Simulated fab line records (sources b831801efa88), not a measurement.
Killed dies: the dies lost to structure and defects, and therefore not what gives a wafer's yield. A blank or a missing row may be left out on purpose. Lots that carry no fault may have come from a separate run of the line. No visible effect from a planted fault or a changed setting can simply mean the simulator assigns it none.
Matching of chambers :: flow gf180mcu :: GF_SAB_CVD_00 on pecvd-03 has 3 sister chambers
The step deposits SiO2 from TEOS, target thk 50 nm, time 5.087 s. 18 wafers are shown with their chamber, then 9 later ones without.

== EACH WAFER AND ITS CHAMBER ==
wafer: L075.2
chamber: 0
heaterPowerW (W): 821
heaterPowerOuterW (W): 461

wafer: L075.5
chamber: 1
heaterPowerW (W): 627
heaterPowerOuterW (W): 347

wafer: L075.6
chamber: 0
heaterPowerW (W): 840
heaterPowerOuterW (W): 467

wafer: L076.2
chamber: 0
heaterPowerW (W): 786
heaterPowerOuterW (W): 419

wafer: L076.3
chamber: 2
heaterPowerW (W): 574
heaterPowerOuterW (W): 346

wafer: L076.5
chamber: 0
heaterPowerW (W): 779
heaterPowerOuterW (W): 415

wafer: L079.2
chamber: 1
heaterPowerW (W): 778
heaterPowerOuterW (W): 460

wafer: L079.4
chamber: 1
heaterPowerW (W): 772
heaterPowerOuterW (W): 465

wafer: L079.6
chamber: 0
heaterPowerW (W): 810
heaterPowerOuterW (W): 459

wafer: L086.3
chamber: 0
heaterPowerW (W): 699
heaterPowerOuterW (W): 351

wafer: L086.4
chamber: 0
heaterPowerW (W): 672
heaterPowerOuterW (W): 362

wafer: L086.5
chamber: 2
heaterPowerW (W): 581
heaterPowerOuterW (W): 342

wafer: L088.3
chamber: 2
heaterPowerW (W): 477
heaterPowerOuterW (W): 265

wafer: L088.5
chamber: 1
heaterPowerW (W): 722
heaterPowerOuterW (W): 436

wafer: L088.6
chamber: 0
heaterPowerW (W): 772
heaterPowerOuterW (W): 406

wafer: L089.1
chamber: 1
heaterPowerW (W): 703
heaterPowerOuterW (W): 430

wafer: L089.4
chamber: 2
heaterPowerW (W): 568
heaterPowerOuterW (W): 327

wafer: L089.6
chamber: 0
heaterPowerW (W): 826
heaterPowerOuterW (W): 468

SIGNATURES, as means of the wafers listed above
reading: heaterPowerW
chamber 0: 778.33
chamber 1: 720.40
chamber 2: 550.00
scatter within a chamber: 57

reading: heaterPowerOuterW
chamber 0: 423.11
chamber 1: 427.60
chamber 2: 320.00
scatter within a chamber: 44.1
Rule: distance of a wafer from a chamber = root of the sum over the readings of ((wafer's reading minus chamber's mean) / reading's scatter) squared. The wafer belongs to the nearest chamber; if the next one is less than 2 further off, it can't be placed. How the scatter is found: for the shown wafers, subtract from each reading the mean of its chamber, square and add these, divide the total by (wafers less chambers), then take the root.

== WAFERS WITHOUT THEIR CHAMBER ==
wafer: L094.3
heaterPowerW (W): 755
heaterPowerOuterW (W): 442

wafer: L094.5
heaterPowerW (W): 798
heaterPowerOuterW (W): 434

wafer: L094.6
heaterPowerW (W): 592
heaterPowerOuterW (W): 345

wafer: L096.1
heaterPowerW (W): 724
heaterPowerOuterW (W): 418

wafer: L096.3
heaterPowerW (W): 493
heaterPowerOuterW (W): 288

wafer: L096.5
heaterPowerW (W): 711
heaterPowerOuterW (W): 429

wafer: L097.1
heaterPowerW (W): 687
heaterPowerOuterW (W): 379

wafer: L097.3
heaterPowerW (W): 659
heaterPowerOuterW (W): 383

wafer: L097.5
heaterPowerW (W): 703
heaterPowerOuterW (W): 371

== CHAMBER TAKEN BY EACH ==
wafer: L094.3
from the rows above: can't be placed: 0 or 1
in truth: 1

wafer: L094.5
from the rows above: can't be placed: 0 or 1
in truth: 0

wafer: L094.6
from the rows above: can't be placed: 2 or 1
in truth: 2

wafer: L096.1
from the rows above: can't be placed: 1 or 0
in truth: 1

wafer: L096.3
from the rows above: 2
in truth: 2

wafer: L096.5
from the rows above: can't be placed: 1 or 0
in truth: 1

wafer: L097.1
from the rows above: can't be placed: 1 or 0 or 2
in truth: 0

wafer: L097.3
from the rows above: can't be placed: 1 or 0 or 2
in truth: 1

wafer: L097.5
from the rows above: can't be placed: 1 or 0 or 2
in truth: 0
Placed correctly: 1 of 9. Can't be placed from these rows: 8 (the true chamber is among the candidates in 8). Wrongly placed: 0.
